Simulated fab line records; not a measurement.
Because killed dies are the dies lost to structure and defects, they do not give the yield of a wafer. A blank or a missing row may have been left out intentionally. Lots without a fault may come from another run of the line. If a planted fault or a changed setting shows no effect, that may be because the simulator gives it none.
What tool caused it? | flow gf180mcu | 11 lots with 33 wafers sampled at 4 steps, on a route of 602 steps

== WHAT THE GAUGES READ, wafer by wafer ==
GF_HV_LDD_OVL_MEAS_08.
lot  | measured     | on         | HV_LDD_OVL (nm)
L688 | day 10 05:31 | overlay-01 | -2.4 -2.0 -1.7
L690 | day 10 19:01 | overlay-01 | 1.9 2.3 3.2
L691 | day 11 02:46 | overlay-02 | 0.8 0.8 0.9
L692 | day 11 15:22 | overlay-01 | 0.3 1.8 1.8
L693 | day 11 20:04 | overlay-01 | 0.2 -0.4 0.8
L694 | day 12 04:58 | overlay-01 | -1.2 -1.7 -2.1
L698 | day 13 11:35 | overlay-01 | 4.9 3.1 1.9
L703 | day 14 20:04 | overlay-01 | 0.2 -0.2 1.1
L706 | day 15 21:40 | overlay-01 | 2.0 0.3 -1.0
L707 | day 16 06:49 | overlay-02 | -2.3
L710 | day 17 01:04 | overlay-02 | -0.6 0.2 -1.7

== WHICH TOOL RAN EACH LOT (tool, then ch and the chambers of the sampled wafers, then the start) ==
lot  | GF_VT_IMPLANT_STRIP_42              | GF_POLY_GATE_ETCH_13            | GF_POLY_GATE_STRIP_14
L688 | plasmaAsher-04 ch 0,1, day 7 18:59  | rieSi-01 ch 1,2,3, day 9 10:25  | plasmaAsher-04 ch 0,1, day 9 10:28
L690 | plasmaAsher-02 ch 0,1, day 8 06:47  | rieSi-01 ch 0,1, day 9 23:35    | plasmaAsher-04 ch 0,1, day 9 23:38
L691 | plasmaAsher-02 ch 1, day 8 13:32    | rieSi-02 ch 0,2, day 10 06:38   | plasmaAsher-04 ch 0,1, day 10 06:41
L692 | plasmaAsher-04 ch 0,1, day 9 00:07  | rieSi-01 ch 0,1,2, day 10 17:53 | plasmaAsher-01 ch 0,1, day 10 17:56
L693 | plasmaAsher-03 ch 0,1, day 9 04:59  | rieSi-01 ch 0,1,2, day 10 23:33 | plasmaAsher-01 ch 0,1, day 10 23:36
L694 | plasmaAsher-03 ch 0,1, day 9 13:05  | rieSi-02 ch 1,2,3, day 11 07:18 | plasmaAsher-02 ch 0,1, day 11 07:21
L698 | plasmaAsher-03 ch 1, day 10 16:14   | rieSi-01 ch 0,1,2, day 12 13:29 | plasmaAsher-01 ch 0,1, day 12 13:32
L703 | plasmaAsher-03 ch 0, day 11 23:44   | rieSi-01 ch 0,1, day 13 21:33   | plasmaAsher-01 ch 0,1, day 13 21:36
L706 | plasmaAsher-02 ch 0,1, day 12 22:13 | rieSi-02 ch 0,2,3, day 14 22:13 | plasmaAsher-01 ch 0,1, day 14 22:16
L707 | plasmaAsher-02 ch 0,1, day 13 04:59 | rieSi-01 ch 0,3, day 15 05:45   | plasmaAsher-01 ch 0, day 15 05:48
L710 | plasmaAsher-03 ch 0,1, day 13 23:58 | rieSi-02 ch 0,1,2, day 16 00:31 | plasmaAsher-04 ch 0,1, day 16 00:34
- GF_VT_IMPLANT_STRIP_42: strips in O2/N2.
- GF_POLY_GATE_ETCH_13: etches poly-Si in HBr/Cl2, stops on SiO2, target depth 198.5 nm, time 69.6 s.
- GF_POLY_GATE_STRIP_14: strips in O2/N2.

== WHAT THE TOOLS THEMSELVES READ (means of the sampled wafers that have a number; where no wafer has one, the mark that the record gives instead) ==
GF_VT_IMPLANT_STRIP_42.
lot  | tool           | drypumpMotorCurrentA (A) | heaterPowerW (W) | oesProductAu (a.u.) | stripTimeToEndpointS (s)
L688 | plasmaAsher-04 | 5.67                     | 329              | 0.715               | 12.56
L690 | plasmaAsher-02 | 5.94                     | 322              | 0.715               | 12.66
L691 | plasmaAsher-02 | 6.06                     | 311              | 0.716               | 12.62
L692 | plasmaAsher-04 | 5.63                     | 334              | 0.715               | 12.68
L693 | plasmaAsher-03 | 6.05                     | 329              | 0.720               | 12.61
L694 | plasmaAsher-03 | 5.95                     | 332              | 0.720               | 12.66
L698 | plasmaAsher-03 | 6.19                     | 342              | 0.715               | 12.60
L703 | plasmaAsher-03 | 5.84                     | 328              | 0.712               | 12.58
L706 | plasmaAsher-02 | 5.78                     | 346              | 0.716               | 12.65
L707 | plasmaAsher-02 | 5.74                     | 330              | 0.717               | 12.61
L710 | plasmaAsher-03 | 6.06                     | 333              | 0.719               | 12.61

GF_POLY_GATE_ETCH_13.
lot  | tool     | drypumpMotorCurrentA (A) | oesProductAu (a.u.) | runLengthS (s) | throttleValvePct (%)
L688 | rieSi-01 | 6.0                      | 0.982               | 98.2           | 33.685
L690 | rieSi-01 | 5.6                      | 0.997               | 97.8           | 33.683
L691 | rieSi-02 | 5.5                      | 0.997               | 97.7           | 33.681
L692 | rieSi-01 | 5.8                      | 0.991               | 97.9           | 33.683
L693 | rieSi-01 | 5.8                      | 0.988               | 98.1           | 33.687
L694 | rieSi-02 | 5.7                      | 0.990               | 98.0           | 33.684
L698 | rieSi-01 | 5.8                      | 0.988               | 98.0           | 33.685
L703 | rieSi-01 | 5.6                      | 0.995               | 97.9           | 33.684
L706 | rieSi-02 | 5.6                      | 0.989               | 97.8           | 33.677
L707 | rieSi-01 | 5.6                      | 0.987               | 81.1           | 33.676
L710 | rieSi-02 | 5.6                      | 0.991               | 98.0           | 33.686

GF_POLY_GATE_STRIP_14.
lot  | tool           | drypumpMotorCurrentA (A) | heaterPowerW (W) | oesProductAu (a.u.)
L688 | plasmaAsher-04 | 5.64                     | 335              | 0.502
L690 | plasmaAsher-04 | 5.68                     | 323              | 0.506
L691 | plasmaAsher-04 | 5.63                     | 334              | 0.508
L692 | plasmaAsher-01 | 5.93                     | 344              | 0.506
L693 | plasmaAsher-01 | 5.85                     | 330              | 0.500
L694 | plasmaAsher-02 | 5.77                     | 332              | 0.504
L698 | plasmaAsher-01 | 5.85                     | 340              | 0.502
L703 | plasmaAsher-01 | 5.93                     | 345              | 0.503
L706 | plasmaAsher-01 | 5.94                     | 352              | 0.506
L707 | plasmaAsher-01 | 5.83                     | 323              | 0.511
L710 | plasmaAsher-04 | 5.66                     | 323              | 0.507

== THE ANSWER, worked out from the rows above alone ==
Rule: the usual values come from the lots themselves. The widest of any qualifying gaps counts: lots, ordered by their means at a reading, are off when they make up no more than a third of the lots, leave a main group of 4 or more, and stand apart from it by 3 or more times the standard deviation of that group's means. A main group whose means are all the same, to the digits that the tables above print for the reading, isn't used. Also off: a lot with no number at a reading for which 4 or more lots have one. Where the step has rows for the other lots, those lots are counted as sound. After the gauges, taken in route order, come the tools' own readings; for these a lot's mean is taken, as printed above. The first step at which some lot is off is used, and at that step the reading that is off furthest; a lot without a number counts as furthest.
Off: L707, at GF_POLY_GATE_ETCH_13 (runLengthS). Mean 97.9 s and standard deviation 0.14 in the main group.
If a tool, at that step or one of the process steps before it, ran each lot that is off and ran no sound lot following the first of them, it fits. This does not decide it: 2 tools fit, namely plasmaAsher-02 at GF_VT_IMPLANT_STRIP_42 and rieSi-01 at GF_POLY_GATE_ETCH_13.

== WHAT THE SIMULATOR HAD PUT IN ==
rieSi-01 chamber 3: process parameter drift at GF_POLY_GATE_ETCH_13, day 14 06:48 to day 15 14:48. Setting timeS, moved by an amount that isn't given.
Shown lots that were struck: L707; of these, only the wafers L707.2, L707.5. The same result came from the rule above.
